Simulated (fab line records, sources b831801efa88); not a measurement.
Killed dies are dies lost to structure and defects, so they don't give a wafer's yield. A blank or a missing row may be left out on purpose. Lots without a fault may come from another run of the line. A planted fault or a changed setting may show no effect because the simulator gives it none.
fab line records | flow sfq_line | part 1 of 2: steps 1 to 27 of 38
record lots=5 wafers=15 last_day=80
route steps=325 shown M1@72 I1@73 M2@88 I2@103
lots that met no fault: from a run of the same line without faults
start_h: hours from the record's first day to the start of the lot's first wafer shown | wait_h: hours since the lot's step before | " the same as in the row above | L1.1+2: a row that stands for several wafers | - no value, or no start given | * or withheld: withheld | < > ~ a bound
route shown NAME@n: a module of which the file shows steps, and the number in the route of the first | usual: mean/standard deviation of fault-free wafers | same: alike in all rows | chamber/n: place in a boat | sites: the reading at each site | _std_site: their standard deviation | _edge_site: outer sites' mean less inner sites' | radius_mm: how far each site lies from the wafer's centre | mask NAME#n: copy n | behind: the tool/chamber that last shaped the wafer | hold: why the lot was held/for how many hours/how that ended | device: the transistor (n, p or np) that didn't switch | end of line: the same wafers' tests at the end of the route | a step without rows: its recipe alone | killed: dies lost to structure and defects at the first sort, not the wafer's yield | map: a wafer's dies, x killed, . not, _ none there
set.NAME: the setting as run; set.NAME@STEP: as run at that earlier step | model.NAME: the simulator's own value behind a step, which no gauge read
lots at some steps of the route; a table a step, a row a wafer
services: from which hour (start_h, from the record's first day; less than 0 if before it) a tool's chamber was out of use, for how many hours, and why
## steps
# step SFQ_TRILAYER_M1_STRIP_SOLV_CLEAN_044
# recipe chemistry=NMP temp_c=70 time_s=600
# usual bath_guard_temp_C=69.9/0.51
# same time_s=600
# columns lot.wafer tool chamber start_h wait_h bath_guard_temp_C
L078.2 wet_bench-01 4 488.25 0.4 70.1
L078.5 " 5 " " 70.9
L078.6 " 0 " " 70.6
L085.1 wet_bench-01 6 544.87 1.0 70.6
L085.2 " 3 " " 69.4
L085.3 " 7 " " 70.4
L086.2 wet_bench-01 4 556.68 0.4 69.8
L086.3 " 5 " " 70.3
L086.4 " 3 " " 70.1
L087.1 wet_bench-04 5 565.08 0.4 69.1
L087.2 " 3 " " 69.6
L087.5 " 2 " " 70.6
L094.1 wet_bench-01 2 800.74 0.4 70.2
L094.3 " 4 " " 69.9
L094.4 " 3 " " 69.9
# step SFQ_TRILAYER_I1_DEP_PECVD_045
# recipe material=SiO2 temp_c=150 time_s=111.11 pressure_torr=2.4 rf_w=183.3 precursor=SiH4/N2O target_thk_nm=500
# usual heater_power_w=76/15 throttle_valve_pct=24.3/0.91
# same time_s=111.11
# columns lot.wafer tool chamber start_h wait_h heater_power_w throttle_valve_pct
L078.2 pecvd-04 2 488.42 0.0 94 25.4
L078.5 " 2 " " 96 25.2
L078.6 " 0 " " 73 23.6
L085.1 pecvd-03 0 545.04 0.0 79 24.9
L085.2 " 2 " " 60 22.6
L085.3 " 1 " " 68 25.3
L086.2 pecvd-02 1 556.86 0.0 70 22.9
L086.3 " 0 " " 60 24.2
L086.4 " 0 " " 63 24.3
L087.1 pecvd-03 1 565.26 0.0 70 25.6
L087.2 " 0 " " 73 25.1
L087.5 " 0 " " 77 24.8
L094.1 pecvd-04 2 800.92 0.0 98 25.5
L094.3 " 1 " " 90 24.1
L094.4 " 2 " " 99 25.4
# step SFQ_TRILAYER_I1_CMP_CMP_046
# recipe material=SiO2 down_force_psi=3 platen_rpm=60 pad_velocity_m_s=0.94248
# usual head_pressure_psi=2.999/0.0072 motor_current_A=10.5/0.77 retaining_ring_pressure_frac=0.999/0.005 time_to_endpoint_s=219/9.4
# columns lot.wafer tool chamber start_h wait_h head_pressure_psi motor_current_A retaining_ring_pressure_frac time_to_endpoint_s
L078.2 cmp-02 2 490.00 1.5 3.000 11.0 0.996 214
L078.6 " 3 " " 2.995 10.5 0.994 202
L078.5 " 0 " " 3.003 11.1 0.997 226
L085.3 cmp-01 0 545.12 0.0 3.000 10.0 0.996 209
L085.1 " 1 " " 2.996 9.0 1.002 208
L085.2 " 2 " " 3.002 10.9 0.996 218
L086.4 cmp-02 1 556.94 0.0 2.989 10.1 0.998 233
L086.3 " 2 " " 2.994 11.3 1.000 213
L086.2 " 0 558.44 1.5 2.996 11.5 1.001 216
L087.1 cmp-02 2 566.38 1.1 2.994 11.4 0.998 214
L087.2 " 3 " " 2.993 10.9 0.993 211
L087.5 " 0 " " 2.995 11.1 0.992 220
L094.4 cmp-02 0 809.77 8.8 2.995 11.6 0.990 221
L094.1 " 1 " " 3.004 10.2 0.996 215
L094.3 " 2 " " 2.999 11.0 0.994 223
# step SFQ_I1_BOW_MEAS_912
# recipe mode=bow
# usual I1_BOW=1/8.1
# columns lot.wafer tool chamber start_h wait_h I1_BOW[um]
L078.2 film_metro-03 - 491.52 1.0 -5
L078.5 " - " " -10
L078.6 " - " " 6
L085.1 film_metro-03 - 548.12 2.0 5
L085.2 " - " " 13
L085.3 " - " " 5
L086.2 film_metro-01 - 559.96 1.0 3
L086.3 " - " " -6
L086.4 " - " " 8
L087.1 film_metro-01 - 568.38 1.5 -1
L087.2 " - " " -5
L087.5 " - " " -13
L094.1 film_metro-03 - 812.77 2.0 -7
L094.3 " - " " -7
L094.4 " - " " 5
# step SFQ_TRILAYER_I1_METRO_MEASURE_047
# usual thk_nm=200.2/1.3
# columns lot.wafer tool chamber start_h wait_h thk_nm
L078.2 film_metro-03 - 491.82 0.3 199.8
L078.5 " - " " 199.7
L078.6 " - " " 198.2
L085.1 film_metro-03 - 548.24 0.1 199.1
L085.2 " - " " 200.8
L085.3 " - " " 198.2
L086.2 film_metro-01 - 560.26 0.3 201.3
L086.3 " - " " 200.5
L086.4 " - " " 201.6
L087.1 film_metro-01 - 568.50 0.1 200.0
L087.2 " - " " 199.1
L087.5 " - " " 200.7
L094.1 film_metro-03 - 812.89 0.1 203.2
L094.3 " - " " 200.7
L094.4 " - " " 200.5
# step SFQ_TRILAYER_I1_VIA_LITHO_COAT_054
# recipe resist=BARC spin_rpm=3000 resist_thk_nm=62
# columns lot.wafer tool chamber start_h wait_h
L078.2+5+6 litho_track-02 0 492.87 0.8
L085.1+2+3 litho_track-04 0 549.44 1.0
L086.2+3+4 litho_track-01 0 561.31 0.8
L087.1+2+5 litho_track-04 0 569.70 1.0
L094.1+3+4 litho_track-01 0 814.09 1.0
# step SFQ_TRILAYER_I1_VIA_LITHO_COAT_049
# recipe resist=KrF spin_rpm=3000 resist_thk_nm=650
# columns lot.wafer tool chamber start_h wait_h
L078.2+5+6 litho_track-02 0 493.17 0.2
L085.1+2+3 litho_track-04 0 549.74 0.2
L086.2+3+4 litho_track-01 0 561.61 0.2
L087.1+2+5 litho_track-04 0 570.00 0.2
L094.1+3+4 litho_track-01 0 814.39 0.2
# step SFQ_TRILAYER_I1_VIA_LITHO_SOFTBAKE_053
# recipe temp_c=withheld time_s=withheld resist=KrF
# columns lot.wafer tool chamber start_h wait_h
L078.2+5+6 litho_track-02 0 493.44 0.2
L085.1+2+3 litho_track-04 0 550.04 0.2
L086.2+3+4 litho_track-01 0 561.88 0.2
L087.1+2+5 litho_track-04 0 570.30 0.2
L094.1+3+4 litho_track-01 0 814.69 0.2
# step SFQ_TRILAYER_I1_VIA_LITHO_EXPOSE_050
# recipe mask_id=I1 na=0.6 source_shape=conventional sigma_outer=0.65 target_cd_nm=500 dose_mj=21.3
# columns lot.wafer tool chamber start_h wait_h mask
L078.2+5+6 krf_scanner-02 0 655.62 - I1#0
L085.1+2+3 krf_scanner-01 0 707.15 - I1#0
L086.2+3+4 krf_scanner-01 0 716.95 - I1#0
L087.1+2+5 krf_scanner-01 0 723.95 - I1#0
L094.1+3+4 krf_scanner-02 0 814.84 - I1#0
# step SFQ_TRILAYER_I1_VIA_LITHO_PEB_052
# recipe peb_temp_c=115 peb_time_s=60 resist=KrF
# usual heater_power_total_W=79.15/0.073
# columns lot.wafer tool chamber start_h wait_h heater_power_total_W
L078.2 litho_track-01 0 656.65 0.8 79.22
L078.5 " 0 " " 79.22
L078.6 " 0 " " 79.04
L085.1 litho_track-02 0 708.35 1.0 79.23
L085.2 " 0 " " 79.01
L085.3 " 0 " " 79.19
L086.2 litho_track-02 0 717.97 0.8 79.16
L086.3 " 0 " " 79.13
L086.4 " 0 " " 79.21
L087.1 litho_track-04 0 725.15 1.0 79.05
L087.2 " 0 " " 79.22
L087.5 " 0 " " 79.18
L094.1 litho_track-01 0 816.04 1.0 79.11
L094.3 " 0 " " 79.13
L094.4 " 0 " " 79.17
# step SFQ_TRILAYER_I1_VIA_LITHO_DEVELOP_051
# recipe time_s=60 resist=KrF
# same time_s=60
# columns lot.wafer tool chamber start_h wait_h
L078.2+5+6 litho_track-01 0 656.80 0.1
L085.1+2+3 litho_track-02 0 708.50 0.1
L086.2+3+4 litho_track-02 0 718.12 0.1
L087.1+2+5 litho_track-04 0 725.30 0.1
L094.1+3+4 litho_track-01 0 816.19 0.1
# step SFQ_I1_OVL_MEAS_913
# usual I1_OVL=-1/5.6
# columns lot.wafer tool chamber start_h wait_h I1_OVL[nm]
L078.2 overlay-02 - 656.93 0.1 4
L078.5 " - " " 4
L078.6 " - " " 3
L085.1 overlay-01 - 708.65 0.1 -12
L085.2 " - " " 2
L085.3 " - " " -5
L086.2 overlay-01 - 718.25 0.1 -1
L086.3 " - " " 0
L086.4 " - " " 1
L087.1 overlay-01 - 725.45 0.1 -6
L087.2 " - " " 4
L087.5 " - " " -2
L094.1 overlay-02 - 816.34 0.1 0
L094.3 " - " " 2
L094.4 " - " " 4
# step SFQ_TRILAYER_I1_VIA_BARC_OPEN_VIA_ETCH_071
# recipe mask_material=PR chemistry=O2 target_depth_nm=125 target=BARC source_w=500 bias_w=80 pressure_mtorr=30 time_s=41.7
# usual drypump_motor_current_A=5.5/0.42 oes_product_au=0.684/0.0046
# same time_s=41.7
# columns lot.wafer tool chamber start_h wait_h drypump_motor_current_A oes_product_au rf_hours_counter_h
L078.2 rie_diel-03 2 656.96 0.0 5.2 0.682 6
L078.5 " 1 " " 5.9 0.693 -
L078.6 " 0 " " 5.8 0.685 -
L085.1 rie_diel-04 3 708.68 0.0 6.3 0.680 5
L085.2 " 2 " " 4.9 0.682 14
L085.3 " 1 " " 5.6 0.683 11
L086.2 rie_diel-03 2 718.28 0.0 5.2 0.683 7
L086.3 " 0 " " 5.8 0.690 4
L086.4 " 1 " " 5.9 0.680 12
L087.1 rie_diel-04 0 725.48 0.0 5.0 0.688 29
L087.2 " 2 " " 4.9 0.689 15
L087.5 " 3 " " 6.3 0.684 -
L094.1 rie_diel-04 2 816.37 0.0 5.0 0.682 16
L094.3 " 3 " " 6.3 0.688 6
L094.4 " 3 " " 6.3 0.677 -
# step SFQ_TRILAYER_I1_VIA_ETCH_VIA_ETCH_052
# recipe target=SiO2 stop_on=Nb mask_material=PR taper_deg=20 chemistry=CHF3 target_depth_nm=260 source_w=500 bias_w=80 pressure_mtorr=30 time_s=withheld
# usual drypump_motor_current_A=5.5/0.42 oes_product_au=0.855/0.006
# columns lot.wafer tool chamber start_h wait_h drypump_motor_current_A oes_product_au
L078.2 rie_diel-03 2 657.00 0.0 5.2 0.859
L078.5 " 1 " " 5.9 0.848
L078.6 " 0 " " 5.8 0.853
L085.1 rie_diel-04 3 708.72 0.0 6.3 0.854
L085.2 " 2 " " 4.9 0.857
L085.3 " 1 " " 5.6 0.846
L086.2 rie_diel-03 2 718.32 0.0 5.2 0.862
L086.3 " 0 " " 5.8 0.853
L086.4 " 1 " " 5.9 0.865
L087.1 rie_diel-04 0 725.52 0.0 4.9 0.849
L087.2 " 2 " " 4.9 0.848
L087.5 " 3 " " 6.3 0.860
L094.1 rie_diel-04 2 816.41 0.0 4.9 0.862
L094.3 " 3 " " 6.3 0.857
L094.4 " 3 " " 6.3 0.850
# step SFQ_TRILAYER_I1_VIA_STRIP_STRIP_053
# recipe gas=O2 power_w=200 platen_temp_c=40 overash_fraction=0.65 chemistry=O2 pressure_mtorr=50
# usual drypump_motor_current_A=5.7/0.52 oes_product_au=1.003/0.0088
# columns lot.wafer tool chamber start_h wait_h drypump_motor_current_A oes_product_au rf_hours_counter_h
L078.2 rie_metal-04 0 657.11 - 5.6 1.003 30
L078.5 " 0 " " 5.6 1.005 -
L078.6 " 1 " " 4.7 1.000 -
L085.1 rie_metal-03 1 708.83 - 6.1 0.993 105
L085.2 " 0 " " 5.5 1.009 48
L085.3 " 0 " " 5.5 1.006 -
L086.2 rie_metal-03 0 718.43 - 5.5 1.007 50
L086.3 " 1 " " 6.2 0.997 -
L086.4 " 0 " " 5.5 1.005 -
L087.1 rie_metal-03 0 725.63 - 5.4 1.012 51
L087.2 " 1 " " 6.1 0.999 109
L087.5 " 0 " " 5.5 1.006 -
L094.1 rie_metal-03 1 816.52 - 6.1 0.982 123
L094.3 " 0 " " 5.4 0.990 -
L094.4 " 1 " " 6.1 0.981 -
# step SFQ_TRILAYER_I1_VIA_STRIP_SOLV_CLEAN_054
# recipe chemistry=NMP temp_c=70 time_s=600
# usual bath_guard_temp_C=70.1/0.52
# same time_s=600
# columns lot.wafer tool chamber start_h wait_h bath_guard_temp_C
L078.2 wet_bench-02 6 657.71 0.4 70.0
L078.5 " 3 " " 70.2
L078.6 " 7 " " 69.7
L085.1 wet_bench-03 6 709.43 0.4 70.4
L085.2 " 2 " " 69.4
L085.3 " 7 " " 71.3
L086.2 wet_bench-01 1 719.03 0.4 69.9
L086.3 " 5 " " 70.3
L086.4 " 0 " " 70.4
L087.1 wet_bench-02 5 726.23 0.4 69.5
L087.2 " 7 " " 69.4
L087.5 " 4 " " 69.6
L094.1 wet_bench-01 0 817.12 0.4 70.8
L094.3 " 6 " " 70.9
L094.4 " 2 " " 70.6
# step SFQ_TRILAYER_M2_DEP_PRE_CLEAN_056
# recipe gas=Ar time_s=22.5 bias_v=250
# usual bias_v=250.1/2.5
# same time_s=22.5
# columns lot.wafer tool chamber start_h wait_h bias_v
L078.2 pvd_sputter-06 - 657.88 0.0 248.9
L078.5 " - " " 251.1
L078.6 " - " " 249.0
L085.1 pvd_sputter-06 - 709.61 0.0 247.7
L085.2 " - " " 252.7
L085.3 " - " " 251.8
L086.2 pvd_sputter-03 - 719.21 0.0 253.5
L086.3 " - " " 247.2
L086.4 " - " " 250.2
L087.1 pvd_sputter-04 - 726.43 0.0 251.1
L087.2 " - " " 250.9
L087.5 " - " " 250.5
L094.1 pvd_sputter-04 - 817.30 0.0 249.8
L094.3 " - " " 247.7
L094.4 " - " " 249.7
# step SFQ_TRILAYER_M2_DEP_SPUTTER_055
# recipe material=Nb base_pressure_pa=1.33e-06 chamber_pressure_pa=0.1333 substrate_temp_c=20 resputter_cathode_voltage_v=400 target_thk_nm=200 power_w=2000 time_s=133.3
# usual chamber_pressure_pa=0.13328/0.00026 throttle_valve_pct=30.0/1
# same time_s=133.3
# columns lot.wafer tool chamber start_h wait_h chamber_pressure_pa throttle_valve_pct
L078.2 pvd_sputter-06 - 657.91 0.0 0.13344 29.5
L078.5 " - " " 0.13326 29.1
L078.6 " - " " 0.13326 30.7
L085.1 pvd_sputter-06 - 709.64 0.0 0.13339 28.7
L085.2 " - " " 0.13307 30.8
L085.3 " - " " 0.13325 29.1
L086.2 pvd_sputter-03 - 719.24 0.0 0.13348 29.2
L086.3 " - " " 0.13337 30.4
L086.4 " - " " 0.13314 28.9
L087.1 pvd_sputter-04 - 726.45 0.0 0.13323 30.8
L087.2 " - " " 0.13285 31.0
L087.5 " - " " 0.13336 31.0
L094.1 pvd_sputter-04 - 817.33 0.0 0.13258 32.0
L094.3 " - " " 0.13348 28.8
L094.4 " - " " 0.13372 30.8
# step SFQ_M2_RS_MEAS_914
# recipe thk_meas_gauge=four-point-probe reads=Nb_of_TRILAYER_M2_DEP_SPUTTER_055
# usual M2_NB_RS=0.889/0.0083
# columns lot.wafer tool chamber start_h wait_h M2_NB_RS[ohm/sq]
L078.2 film_metro-04 - 658.02 0.1 0.877
L078.5 " - " " 0.879
L078.6 " - " " 0.882
L085.1 film_metro-01 - 709.73 0.0 0.882
L085.2 " - " " 0.894
L085.3 " - " " 0.887
L086.2 film_metro-01 - 719.35 0.1 0.887
L086.3 " - " " 0.900
L086.4 " - " " 0.904
L087.1 film_metro-04 - 726.55 0.0 0.898
L087.2 " - " " 0.893
L087.5 " - " " 0.896
L094.1 film_metro-01 - 817.42 0.0 0.890
L094.3 " - " " 0.868
L094.4 " - " " 0.868
# step SFQ_TRILAYER_M2_LITHO_COAT_062
# recipe resist=BARC spin_rpm=3000 resist_thk_nm=62
# columns lot.wafer tool chamber start_h wait_h
L078.2+5+6 litho_track-03 0 658.23 0.1
L085.1+2+3 litho_track-02 0 709.91 0.1
L086.2+3+4 litho_track-01 0 719.56 0.1
L087.1+2+5 litho_track-02 0 726.73 0.1
L094.1+3+4 litho_track-02 0 817.60 0.1
# step SFQ_TRILAYER_M2_LITHO_COAT_057
# recipe resist=KrF spin_rpm=3000 resist_thk_nm=600
# columns lot.wafer tool chamber start_h wait_h
L078.2+5+6 litho_track-03 0 658.53 0.2
L085.1+2+3 litho_track-02 0 710.21 0.2
L086.2+3+4 litho_track-01 0 719.86 0.2
L087.1+2+5 litho_track-02 0 727.03 0.2
L094.1+3+4 litho_track-02 0 817.90 0.2
# step SFQ_TRILAYER_M2_LITHO_SOFTBAKE_061
# recipe temp_c=withheld time_s=withheld resist=KrF
# columns lot.wafer tool chamber start_h wait_h
L078.2+5+6 litho_track-03 0 658.81 0.2
L085.1+2+3 litho_track-02 0 710.51 0.2
L086.2+3+4 litho_track-01 0 720.13 0.2
L087.1+2+5 litho_track-02 0 727.33 0.2
L094.1+3+4 litho_track-02 0 818.20 0.2
# step SFQ_TRILAYER_M2_LITHO_EXPOSE_058
# recipe mask_id=M2 na=0.6 source_shape=conventional sigma_outer=0.65 target_cd_nm=500 dose_mj=14.4
# columns lot.wafer tool chamber start_h wait_h mask
L078.2+5+6 krf_scanner-01 0 659.26 - M2#0
L085.1+2+3 krf_scanner-01 0 864.67 - M2#0
L086.2+3+4 krf_scanner-01 0 870.87 - M2#0
L087.1+2+5 krf_scanner-01 0 876.67 - M2#0
L094.1+3+4 krf_scanner-02 0 953.37 - M2#0
# step SFQ_TRILAYER_M2_LITHO_PEB_060
# recipe peb_temp_c=115 peb_time_s=60 resist=KrF
# usual heater_power_total_W=79.14/0.069
# columns lot.wafer tool chamber start_h wait_h heater_power_total_W
L078.2 litho_track-01 0 660.28 0.8 79.21
L078.5 " 0 " " 79.12
L078.6 " 0 " " 79.35
L085.1 litho_track-03 0 865.87 1.0 79.22
L085.2 " 0 " " 79.16
L085.3 " 0 " " 79.22
L086.2 litho_track-01 0 871.90 0.8 79.13
L086.3 " 0 " " 79.06
L086.4 " 0 " " 79.14
L087.1 litho_track-03 0 877.87 1.0 79.02
L087.2 " 0 " " 79.16
L087.5 " 0 " " 79.14
L094.1 litho_track-02 0 954.57 1.0 79.25
L094.3 " 0 " " 79.10
L094.4 " 0 " " 79.13
# step SFQ_TRILAYER_M2_LITHO_DEVELOP_059
# recipe time_s=60 resist=KrF
# same time_s=60
# columns lot.wafer tool chamber start_h wait_h
L078.2+5+6 litho_track-01 0 660.43 0.1
L085.1+2+3 litho_track-03 0 866.02 0.1
L086.2+3+4 litho_track-01 0 872.05 0.1
L087.1+2+5 litho_track-03 0 878.02 0.1
L094.1+3+4 litho_track-02 0 954.72 0.1
# step SFQ_M2_OVL_MEAS_916
# usual M2_OVL=0/5.6
# columns lot.wafer tool chamber start_h wait_h M2_OVL[nm]
L078.2 overlay-01 - 660.57 0.1 -3
L078.5 " - " " -1
L078.6 " - " " -5
L085.1 overlay-01 - 866.17 0.1 -2
L085.2 " - " " -4
L085.3 " - " " 2
L086.2 overlay-01 - 872.18 0.1 11
L086.3 " - " " 8
L086.4 " - " " 6
L087.1 overlay-02 - 878.17 0.1 6
L087.2 " - " " 6
L087.5 " - " " 8
L094.1 overlay-01 - 954.87 0.1 -4
L094.3 " - " " 5
L094.4 " - " " -2
# step SFQ_TRILAYER_M2_BARC_OPEN_METAL_ETCH_077
# recipe mask_material=PR chemistry=O2 target_depth_nm=125 target=BARC icp_w=600 bias_w=80 pressure_mtorr=10 time_s=41.7
# usual drypump_motor_current_A=5.6/0.6 oes_product_au=0.685/0.0045
# same time_s=41.7
# columns lot.wafer tool chamber start_h wait_h drypump_motor_current_A oes_product_au rf_hours_counter_h
L078.2 rie_metal-04 1 660.60 0.0 4.8 0.689 15
L078.5 " 1 " " 4.7 0.689 -
L078.6 " 0 " " 5.6 0.684 -
L085.1 rie_metal-04 0 866.21 0.0 5.6 0.680 63
L085.2 " 1 " " 4.8 0.684 43
L085.3 " 0 " " 5.6 0.691 -
L086.2 rie_metal-03 0 872.23 0.0 5.5 0.683 -
L086.3 " 0 " " 5.5 0.685 -
L086.4 " 0 " " 5.5 0.688 -
L087.1 rie_metal-04 0 878.21 0.0 5.7 0.687 64
L087.2 " 1 " " 4.7 0.683 45
L087.5 " 1 " " 4.8 0.682 -
L094.1 rie_metal-04 0 954.91 0.0 5.7 0.687 75
L094.3 " 1 " " 4.7 0.683 -
L094.4 " 0 " " 5.7 0.681 -
